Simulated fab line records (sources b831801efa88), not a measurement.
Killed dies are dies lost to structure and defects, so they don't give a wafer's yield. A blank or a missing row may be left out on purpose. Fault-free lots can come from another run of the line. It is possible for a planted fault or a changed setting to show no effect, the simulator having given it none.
fab line records ; flow gf180mcu
record lots=14; wafers=42; lastDay=34
route steps=602 shown STI@13 NWELL@51 VT_IMPLANT@110
lots with no fault: from the same line, run without faults
startH: the number of hours between the record's first day and the start of the first shown wafer of the lot ; waitH: how many hours have passed since the lot's step before this one ; " unchanged from the row above ; L1.1+2: several wafers, shown together as one row ; - either no value or no given start ; * or withheld: withheld ; < > ~ a bound
route shown NAME@n: names a module that has steps shown in the file, with the first one's number in the route ; usual: the fault-free wafers' mean and standard deviation ; same: alike in all rows ; chamber/n: place in a boat ; sites: readings site by site ; _std_site: how widely they spread, as a standard deviation ; _edge_site: the outer-site mean with the inner-site mean subtracted ; radiusMm: how far each site lies from the wafer's centre ; mask NAME#n: copy n ; behind: the most recent tool/chamber to have shaped the wafer ; hold: cause of the lot's hold/its duration in hours/its outcome ; device: whichever transistor did not switch (one of n, p or np) ; end of line: the same wafers' tests at the end of the route ; step lacking rows: just its recipe ; killed: the dies lost at the first sort to structure and to defects; this is not the yield of the wafer ; map: the dies of a wafer, with x for killed, . for not killed, _ for no die there
set.NAME: the run value of the setting; set.NAME@STEP: its run value at that earlier step ; model.NAME: the simulator's own value behind a step, which no gauge read
steps of the route over a sample of lots; a table a step, a row a wafer
services: a tool's chamber out of use, with start hour (startH, from the record's first day; less than 0 if before it), hours out, and reason
## steps
# step GF_STI_CD_MEAS_12
# recipe targetCdNm=220
# usual cdNm=220.2/1.1
lot.wafer;tool;chamber;startH;waitH;cdNm
L717.2;cdSem-01;-;29.44;0.1;219.7
L717.4;cdSem-01;-;29.44;0.1;219.7
L717.6;cdSem-01;-;29.44;0.1;221.1
L718.4;cdSem-02;-;32.67;0.1;217.9
L718.5;cdSem-02;-;32.67;0.1;218.9
L718.6;cdSem-02;-;32.67;0.1;216.9
L719.3;cdSem-01;-;36.37;0.1;220.4
L719.4;cdSem-01;-;36.37;0.1;220.7
L719.5;cdSem-01;-;36.37;0.1;220.6
L720.1;cdSem-02;-;40.43;0.1;220.2
L720.3;cdSem-02;-;40.43;0.1;221.6
L720.5;cdSem-02;-;40.43;0.1;219.2
L721.1;cdSem-01;-;47.93;0.1;220.6
L721.4;cdSem-01;-;47.93;0.1;220.5
L721.5;cdSem-01;-;47.93;0.1;220.3
L724.2;cdSem-01;-;61.90;0.1;219.3
L724.3;cdSem-01;-;61.90;0.1;218.3
L724.5;cdSem-01;-;61.90;0.1;220.0
L726.3;cdSem-01;-;75.29;0.2;218.7
L726.4;cdSem-01;-;75.29;0.2;217.9
L726.6;cdSem-01;-;75.29;0.2;219.7
L727.2;cdSem-01;-;77.49;0.1;219.3
L727.3;cdSem-01;-;77.49;0.1;219.8
L727.4;cdSem-01;-;77.49;0.1;219.2
L728.1;cdSem-01;-;81.82;0.1;219.8
L728.3;cdSem-01;-;81.82;0.1;221.3
L728.6;cdSem-01;-;81.82;0.1;219.9
L729.2;cdSem-02;-;87.55;0.1;218.5
L729.3;cdSem-02;-;87.55;0.1;219.1
L729.6;cdSem-02;-;87.55;0.1;219.7
L733.2;cdSem-01;-;107.52;0.1;222.1
L733.3;cdSem-01;-;107.52;0.1;221.8
L733.6;cdSem-01;-;107.52;0.1;221.5
L734.1;cdSem-01;-;113.58;0.1;221.7
L734.3;cdSem-01;-;113.58;0.1;220.5
L734.6;cdSem-01;-;113.58;0.1;221.5
L739.1;cdSem-01;-;138.33;0.1;221.9
L739.5;cdSem-01;-;138.33;0.1;220.7
L739.6;cdSem-01;-;138.33;0.1;221.1
L740.1;cdSem-02;-;143.15;0.1;220.5
L740.3;cdSem-02;-;143.15;0.1;219.9
L740.4;cdSem-02;-;143.15;0.1;220.9
# step GF_NWELL_IMPLANT_09
# recipe species=P; energyKev=160; doseCm2=4e+12; tiltDeg=0
# usual beamEnergyKeV=160.00/0.046; beamOnS=10.01/0.21; implantIonAmu=31/0; tiltDeg=0.003/0.019
lot.wafer;tool;chamber;startH;waitH;beamEnergyKeV;beamOnS;implantIonAmu;tiltDeg
L717.2;implanter-03;0;60.52;0.1;160.00;10.02;31;0.019
L717.4;implanter-03;0;60.52;0.1;160.05;9.83;31;-0.027
L717.6;implanter-03;0;60.52;0.1;159.93;9.96;31;0.012
L718.4;implanter-02;0;63.74;0.1;159.90;9.98;31;-0.031
L718.5;implanter-02;0;63.74;0.1;160.01;10.32;31;0.003
L718.6;implanter-02;0;63.74;0.1;160.04;9.68;31;-0.007
L719.3;implanter-02;0;69.73;0.1;160.03;9.80;31;-0.023
L719.4;implanter-02;0;69.73;0.1;159.99;10.25;31;0.002
L719.5;implanter-02;0;69.73;0.1;160.02;9.92;31;-0.015
L720.1;implanter-03;0;74.38;0.1;159.96;10.34;31;0.002
L720.3;implanter-03;0;74.38;0.1;160.01;10.11;31;0.026
L720.5;implanter-03;0;74.38;0.1;159.97;9.97;31;-0.002
L721.1;implanter-02;0;82.11;0.1;159.96;9.81;31;-0.022
L721.4;implanter-02;0;82.11;0.1;160.04;9.87;31;-0.027
L721.5;implanter-02;0;82.11;0.1;160.02;10.00;31;0.023
L724.2;implanter-04;0;93.07;0.1;159.95;10.08;31;0.012
L724.3;implanter-04;0;93.07;0.1;159.98;10.03;31;-0.018
L724.5;implanter-04;0;93.07;0.1;160.05;10.32;31;-0.013
L726.3;implanter-02;0;108.88;0.1;160.03;9.59;31;-0.011
L726.4;implanter-02;0;108.88;0.1;160.08;10.02;31;-0.022
L726.6;implanter-02;0;108.88;0.1;160.04;10.07;31;-0.007
L727.2;implanter-03;0;110.40;0.1;159.99;10.05;31;-0.010
L727.3;implanter-03;0;110.40;0.1;160.02;10.59;31;-0.001
L727.4;implanter-03;0;110.40;0.1;159.98;9.92;31;-0.018
L728.1;implanter-02;0;113.39;0.1;159.95;9.99;31;0.008
L728.3;implanter-02;0;113.39;0.1;159.91;9.94;31;-0.001
L728.6;implanter-02;0;113.39;0.1;159.88;10.01;31;0.034
L729.2;implanter-03;0;122.10;0.1;160.00;9.66;31;0.031
L729.3;implanter-03;0;122.10;0.1;159.95;9.87;31;0.038
L729.6;implanter-03;0;122.10;0.1;159.91;10.11;31;0.041
L733.2;implanter-03;-;142.32;0.1;-;-;-;-
L733.3;implanter-03;-;142.32;0.1;-;-;-;-
L733.6;implanter-03;-;142.32;0.1;-;-;-;-
L734.1;implanter-03;-;148.31;0.1;-;-;-;-
L734.3;implanter-03;-;148.31;0.1;-;-;-;-
L734.6;implanter-03;-;148.31;0.1;-;-;-;-
L739.1;implanter-03;0;175.03;0.1;160.00;9.85;31;0.005
L739.5;implanter-03;0;175.03;0.1;160.00;10.37;31;0.012
L739.6;implanter-03;0;175.03;0.1;160.01;9.92;31;-0.009
L740.1;implanter-02;0;180.46;0.1;159.96;10.22;31;-0.012
L740.3;implanter-02;0;180.46;0.1;160.02;9.99;31;0.003
L740.4;implanter-02;0;180.46;0.1;159.92;9.82;31;-0.015
# step GF_NWELL_TW_MEAS_11
# usual NWELL_TW=1573/13
lot.wafer;tool;chamber;startH;waitH;hold;NWELL_TW
L717.2;filmMetro-01;-;60.75;0.1;-;1576
L717.4;filmMetro-01;-;60.75;0.1;-;1577
L717.6;filmMetro-01;-;60.75;0.1;-;1577
L718.4;filmMetro-03;-;63.94;0.1;-;1563
L718.5;filmMetro-03;-;63.94;0.1;-;1567
L718.6;filmMetro-03;-;63.94;0.1;-;1570
L719.3;filmMetro-03;-;69.95;0.1;-;1556
L719.4;filmMetro-03;-;69.95;0.1;-;1565
L719.5;filmMetro-03;-;69.95;0.1;-;1567
L720.1;filmMetro-02;-;74.63;0.1;-;1572
L720.3;filmMetro-02;-;74.63;0.1;-;1574
L720.5;filmMetro-02;-;74.63;0.1;-;1570
L721.1;filmMetro-03;-;82.36;0.1;-;1560
L721.4;filmMetro-03;-;82.36;0.1;-;1568
L721.5;filmMetro-03;-;82.36;0.1;-;1573
L724.2;filmMetro-02;-;93.30;0.1;-;1564
L724.3;filmMetro-02;-;93.30;0.1;-;1566
L724.5;filmMetro-02;-;93.30;0.1;-;1572
L726.3;filmMetro-01;-;109.10;0.1;-;1585
L726.4;filmMetro-01;-;109.10;0.1;-;1587
L726.6;filmMetro-01;-;109.10;0.1;-;1588
L727.2;filmMetro-01;-;110.64;0.1;-;1592
L727.3;filmMetro-01;-;110.64;0.1;-;1589
L727.4;filmMetro-01;-;110.64;0.1;-;1594
L728.1;filmMetro-03;-;113.64;0.1;-;1548
L728.3;filmMetro-03;-;113.64;0.1;-;1551
L728.6;filmMetro-03;-;113.64;0.1;-;1555
L729.2;filmMetro-02;-;122.34;0.1;-;1547
L729.3;filmMetro-02;-;122.34;0.1;-;1567
L729.6;filmMetro-02;-;122.34;0.1;-;1562
L733.2;filmMetro-02;-;142.55;0.1;awaitDispo/0.2h/release;1488
L733.3;filmMetro-02;-;142.55;0.1;awaitDispo/0.2h/release;1487
L733.6;filmMetro-02;-;142.55;0.1;awaitDispo/0.2h/release;1491
L733.2;filmMetro-02;-;142.78;0.2;-;1486
L733.3;filmMetro-02;-;142.78;0.2;-;1497
L733.6;filmMetro-02;-;142.78;0.2;-;1490
L734.1;filmMetro-03;-;148.56;0.1;awaitDispo/0.2h/release;1495
L734.3;filmMetro-03;-;148.56;0.1;awaitDispo/0.2h/release;1486
L734.6;filmMetro-03;-;148.56;0.1;awaitDispo/0.2h/release;1492
L734.1;filmMetro-03;-;148.79;0.2;-;1492
L734.3;filmMetro-03;-;148.79;0.2;-;1494
L734.6;filmMetro-03;-;148.79;0.2;-;1489
L739.1;filmMetro-01;-;175.28;0.1;-;1589
L739.5;filmMetro-01;-;175.28;0.1;-;1593
L739.6;filmMetro-01;-;175.28;0.1;-;1586
L740.1;filmMetro-03;-;180.71;0.1;-;1562
L740.3;filmMetro-03;-;180.71;0.1;-;1567
L740.4;filmMetro-03;-;180.71;0.1;-;1556
# step GF_VT_IMPLANT_STRIP_20
# recipe chemistry=O2/N2; powerW=1400; pressureMtorr=1500; platenTempC=250; o2FlowSccm=3000; n2FlowSccm=300; overashFraction=0.5
# usual chamberPressureMTorr=1499.9/1.6; drypumpMotorCurrentA=5.76/0.24; heaterPowerW=329/35; oesProductAu=0.717/0.0047; stripTimeToEndpointS=12.61/0.032
lot.wafer;tool;chamber;startH;waitH;chamberPressureMTorr;drypumpMotorCurrentA;heaterPowerW;oesProductAu;rfHoursCounterH;stripTimeToEndpointS
L717.2;plasmaAsher-04;1;131.29;0.1;1499.7;6.00;349;0.724;50;12.64
L717.4;plasmaAsher-04;0;131.29;0.1;1499.9;6.10;318;0.708;-;12.62
L717.6;plasmaAsher-04;1;131.29;0.1;1499.5;6.00;353;0.723;-;12.62
L718.4;plasmaAsher-03;1;134.01;0.1;1501.4;5.43;345;0.709;-;12.57
L718.5;plasmaAsher-03;0;134.01;0.1;1498.1;5.76;292;0.716;-;12.66
L718.6;plasmaAsher-03;1;134.01;0.1;1498.5;5.44;345;0.717;-;12.64
L719.3;plasmaAsher-04;0;141.31;0.1;1501.0;6.11;325;0.711;-;12.54
L719.4;plasmaAsher-04;1;141.31;0.1;1499.8;6.02;339;0.719;-;12.58
L719.5;plasmaAsher-04;1;141.31;0.1;1502.4;6.02;349;0.718;-;12.58
L720.1;plasmaAsher-04;0;147.64;0.1;1497.6;6.08;324;0.723;51;12.59
L720.3;plasmaAsher-04;1;147.64;0.1;1501.2;6.01;345;0.712;-;12.58
L720.5;plasmaAsher-04;1;147.64;0.1;1501.4;6.01;355;0.716;-;12.60
L721.1;plasmaAsher-01;1;155.94;0.1;1498.8;5.59;388;0.712;4;12.63
L721.4;plasmaAsher-01;0;155.94;0.1;1499.7;5.75;285;0.718;-;12.64
L721.5;plasmaAsher-01;1;155.94;0.1;1500.0;5.58;394;0.714;-;12.64
L724.2;plasmaAsher-03;1;168.28;0.1;1499.6;5.41;353;0.711;51;12.62
L724.3;plasmaAsher-03;1;168.28;0.1;1499.2;5.41;347;0.725;-;12.59
L724.5;plasmaAsher-03;0;168.28;0.1;1497.5;5.74;282;0.711;-;12.57
L726.3;plasmaAsher-03;0;186.82;0.1;1499.1;5.77;292;0.710;-;12.64
L726.4;plasmaAsher-03;1;186.82;0.1;1498.4;5.43;356;0.710;-;12.64
L726.6;plasmaAsher-03;0;186.82;0.1;1501.0;5.74;284;0.713;-;12.65
L727.2;plasmaAsher-01;0;190.24;0.1;1499.2;5.71;290;0.716;8;12.63
L727.3;plasmaAsher-01;1;190.24;0.1;1499.2;5.58;390;0.709;-;12.61
L727.4;plasmaAsher-01;0;190.24;0.1;1501.6;5.70;288;0.718;-;12.60
L728.1;plasmaAsher-04;1;193.24;0.1;1501.8;6.02;333;0.722;56;12.58
L728.3;plasmaAsher-04;1;193.24;0.1;1498.7;6.03;344;0.709;-;12.61
L728.6;plasmaAsher-04;0;193.24;0.1;1500.0;6.09;325;0.712;-;12.60
L729.2;plasmaAsher-03;0;202.06;0.1;1498.2;5.75;287;0.710;55;12.63
L729.3;plasmaAsher-03;0;202.06;0.1;1501.0;5.75;288;0.710;-;12.63
L729.6;plasmaAsher-03;1;202.06;0.1;1502.1;5.41;345;0.722;-;12.58
L733.2;plasmaAsher-04;0;226.96;0.1;1499.6;6.09;323;0.721;59;12.62
L733.3;plasmaAsher-04;1;226.96;0.1;1497.6;6.03;348;0.719;-;12.63
L733.6;plasmaAsher-04;0;226.96;0.1;1499.6;6.09;322;0.719;-;12.63
L734.1;plasmaAsher-04;0;234.38;0.1;1500.3;6.10;322;0.711;60;12.62
L734.3;plasmaAsher-04;1;234.38;0.1;1501.3;5.99;336;0.712;-;12.58
L734.6;plasmaAsher-04;1;234.38;0.1;1501.0;5.99;335;0.715;-;12.57
L739.1;plasmaAsher-04;1;266.56;0.1;1503.4;6.01;342;0.713;63;12.63
L739.5;plasmaAsher-04;0;266.56;0.1;1500.9;6.09;321;0.720;-;12.56
L739.6;plasmaAsher-04;1;266.56;0.1;1499.7;6.01;348;0.716;-;12.61
L740.1;plasmaAsher-03;0;271.61;0.1;1500.1;5.77;287;0.719;62;12.60
L740.3;plasmaAsher-03;0;271.61;0.1;1499.1;5.76;293;0.727;-;12.58
L740.4;plasmaAsher-03;1;271.61;0.1;1500.9;5.43;337;0.711;-;12.62
# step GF_VT_IMPLANT_OVL_MEAS_29
# usual VT_IMPLANT_02_OVL=-1.5/1.6
lot.wafer;tool;chamber;startH;waitH;VT_IMPLANT_02_OVL[nm]
L717.2;overlay-02;-;146.25;0.1;-1.0
L717.4;overlay-02;-;146.25;0.1;-1.6
L717.6;overlay-02;-;146.25;0.1;-2.0
L718.4;overlay-01;-;149.02;0.1;-1.4
L718.5;overlay-01;-;149.02;0.1;-2.1
L718.6;overlay-01;-;149.02;0.1;-2.0
L719.3;overlay-02;-;156.54;0.1;-4.6
L719.4;overlay-02;-;156.54;0.1;-5.0
L719.5;overlay-02;-;156.54;0.1;-2.4
L720.1;overlay-01;-;162.59;0.1;-6.5
L720.3;overlay-01;-;162.59;0.1;-7.4
L720.5;overlay-01;-;162.59;0.1;-5.5
L721.1;overlay-02;-;171.94;0.1;-2.7
L721.4;overlay-02;-;171.94;0.1;-1.2
L721.5;overlay-02;-;171.94;0.1;0.6
L724.2;overlay-02;-;184.13;0.1;-1.6
L724.3;overlay-02;-;184.13;0.1;-1.1
L724.5;overlay-02;-;184.13;0.1;0.6
L726.3;overlay-01;-;203.14;0.1;0.4
L726.4;overlay-01;-;203.14;0.1;-0.7
L726.6;overlay-01;-;203.14;0.1;-0.5
L727.2;overlay-02;-;207.66;0.1;-2.9
L727.3;overlay-02;-;207.66;0.1;-1.5
L727.4;overlay-02;-;207.66;0.1;-2.8
L728.1;overlay-01;-;210.64;0.1;-0.3
L728.3;overlay-01;-;210.64;0.1;0.3
L728.6;overlay-01;-;210.64;0.1;0.0
L729.2;overlay-01;-;219.66;0.1;-2.3
L729.3;overlay-01;-;219.66;0.1;-2.3
L729.6;overlay-01;-;219.66;0.1;-1.2
L733.2;overlay-02;-;245.51;0.1;-2.7
L733.3;overlay-02;-;245.51;0.1;-1.3
L733.6;overlay-02;-;245.51;0.1;-2.9
L734.1;overlay-02;-;253.07;0.1;1.2
L734.3;overlay-02;-;253.07;0.1;-0.3
L734.6;overlay-02;-;253.07;0.1;-0.9
L739.1;overlay-01;-;286.25;0.1;1.2
L739.5;overlay-01;-;286.25;0.1;-0.2
L739.6;overlay-01;-;286.25;0.1;-0.6
L740.1;overlay-01;-;291.07;0.1;-1.4
L740.3;overlay-01;-;291.07;0.1;-2.5
L740.4;overlay-01;-;291.07;0.1;-1.9
## services
tool;chamber;startH;hours;kind
implanter-02;-;40.43;4.0;repair
implanter-04;-;86.99;5.6;pm
implanter-04;-;93.47;28.8;repair
plasmaAsher-01;-;108.75;9.0;pm
plasmaAsher-01;0;108.75;9.0;ventCycle
plasmaAsher-01;1;108.75;9.0;ventCycle
implanter-03;-;115.24;1.8;repair
plasmaAsher-01;0;117.75;-;clean
plasmaAsher-01;1;117.75;-;clean
implanter-04;-;118.42;1.2;repair
implanter-03;-;135.40;0.8;repair
implanter-03;-;144.76;2.1;repair
implanter-04;-;165.30;5.5;pm
implanter-04;-;171.21;5.6;repair
implanter-04;-;189.08;9.9;repair
implanter-02;-;236.89;3.7;repair
plasmaAsher-04;-;247.79;3.6;repair
implanter-02;-;249.49;3.5;repair
implanter-03;-;260.38;1.7;repair
plasmaAsher-04;-;262.30;4.2;repair
## key
firstSign step=GF_NWELL_IMPLANT_09; reading=toolRecord; direction=missing
effect step=GF_NWELL_TW_MEAS_11; reading=visit; direction=added
effect step=GF_NWELL_TW_MEAS_11; reading=NWELL_TW; direction=down; sigmas=6.6; usual=1573; struck=1490
metAt GF_NWELL_IMPLANT_09
struckLots L733,L734
laterRowsLeftOut L733.2,L733.3,L733.6,L734.1,L734.3,L734.6
sortLeftOut L733.2,L733.3,L733.6,L734.1,L734.3,L734.6
testerLeftOut L733,L734
notActingAt GF_STI_CD_MEAS_12,GF_VT_IMPLANT_STRIP_20,GF_VT_IMPLANT_OVL_MEAS_29
onsetBetween 122.10 142.32
fault kind=skippedStepWhole; tool=implanter-03; chamber=-; onsetH=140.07; steps=GF_NWELL_IMPLANT_09; scope=struckLotsOnly
# testerLeftOut: of these lots the tester's yield and bins aren't shown, on N5 and GAA mostly nor the transistor test; their killed dies are dies lost to structure and defects alone, not to doping, threshold or leakage, so they don't give the yield
# sortLeftOut: the simulated sort isn't trusted on such a fault, so these wafers' sort isn't shown, and their yield isn't known
# laterRowsLeftOut: the simulator's readings of these wafers behind a module that went badly wrong aren't trusted and aren't shown, but for the sort
